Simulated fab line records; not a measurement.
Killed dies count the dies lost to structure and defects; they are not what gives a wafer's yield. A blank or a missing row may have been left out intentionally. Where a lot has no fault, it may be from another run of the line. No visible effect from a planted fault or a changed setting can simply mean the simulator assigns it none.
Problem report, 8D (eight disciplines) form, completed by code / flow gf180mcu / the parts of the form that need people (team, actions taken, sign-off) are left out

== 1. WHAT IS WRONG ==
Wafers free of any fault read 46.10 ohm/sq (standard deviation 0.083) for NSD_RS at GF_PSD_RS_MEAS_14, against a mean of 41.87 ohm/sq on 6 wafers of 2 lots. Relative to the usual mean, that is a shift of -51 standard deviations.
The step: measures by four-point-probe.
First seen on wafer L140.1, day 19 15:52, on film metro-01. The record holds 39 wafers of 13 lots with a number at this step. By rule, "out" or "out of limits" means more than 4 standard deviations away from the usual mean. The other wafers with a number count as sound.

== 2. WHAT IT IS AND WHAT IT IS NOT ==
question=which readings at this step | is=NSD_RS | is not=-
question=which lots | is=L140, L142 | is not=L126, L129, L130, L131, L132, L133, L134, L135, L144, L145, L149
question=which wafers of those lots | is=all that have a number | is not=-
question=read on which gauges | is=film metro-01, film metro-02 | is not=film metro-03
question=when | is=from day 19 15:52 | is not=up to then (24 sound wafers); but 9 sound wafers of L144, L145, L149 came after

== 3. THE SUSPECTS, EACH WITH WHAT RULES IT OUT ==
Counting: a tool stays on the suspect list if, at a process step up to the reading, it processed all lots that are out and no sound lot following the first of them.
- ruled out: the gauge at GF_PSD_RS_MEAS_14. 2 gauges (film metro-01, film metro-02) read the wafers that are out.
- rtp anneal-01 at GF_PSD_RTA_13 (time 20 s): kept. All lots that are out passed through it, beginning with L140 at day 19 15:46, and no sound lot followed; its final sound lot before that point was L133 at day 16 22:15. Out on those wafers are its own readings of run length s.
The count leaves rtp anneal-01 at GF_PSD_RTA_13.

== 4. THE CAUSE (what the simulator had put in) ==
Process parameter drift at GF_PSD_RTA_13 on rtp anneal-01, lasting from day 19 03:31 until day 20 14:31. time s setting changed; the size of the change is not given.
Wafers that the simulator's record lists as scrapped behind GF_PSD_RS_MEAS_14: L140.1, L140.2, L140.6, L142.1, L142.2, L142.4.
This tool alone remained once counting was done.

== 5. THE EFFECT CHAIN, in route order ==
Each row: a reading whose mean over the struck wafers that have a number lies more than 3 standard deviations from the usual. Readings are gone through only where the record gives a usual standard deviation; hours: the median, over the lots, of the time from a lot's start at the first step in this table giving one to that lot's start at this step; sigmas: the change measured in usual standard deviations.
hours=0; step=GF_PSD_RTA_13; reading=run length s; usual=48.4 s; on struck wafers=73.0; change=+24.6; sigmas=+45
hours=0; step=GF_PSD_RS_MEAS_14; reading=NSD_RS; usual=46.10 ohm/sq; on struck wafers=41.87; change=-4.23; sigmas=-51
The process steps in it:
- GF_PSD_RTA_13: time 20 s.

== 6. HOW IT WOULD HAVE BEEN CAUGHT EARLIER ==
12 hours passed between the start of the fault at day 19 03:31 and the first reading out of limits at a measuring or inspecting step in this record, taken at day 19 15:52.
At GF_PSD_RTA_13, the tool's own readings (run length s) were out on each struck wafer the step has a row for, so an alarm limit on them would have fired on the first such wafer.
Among the 2 lots that are out, L142 began GF_PSD_RTA_13 on rtp anneal-01 after day 19 15:52. It would have been spared by a hold on the tool at that moment.
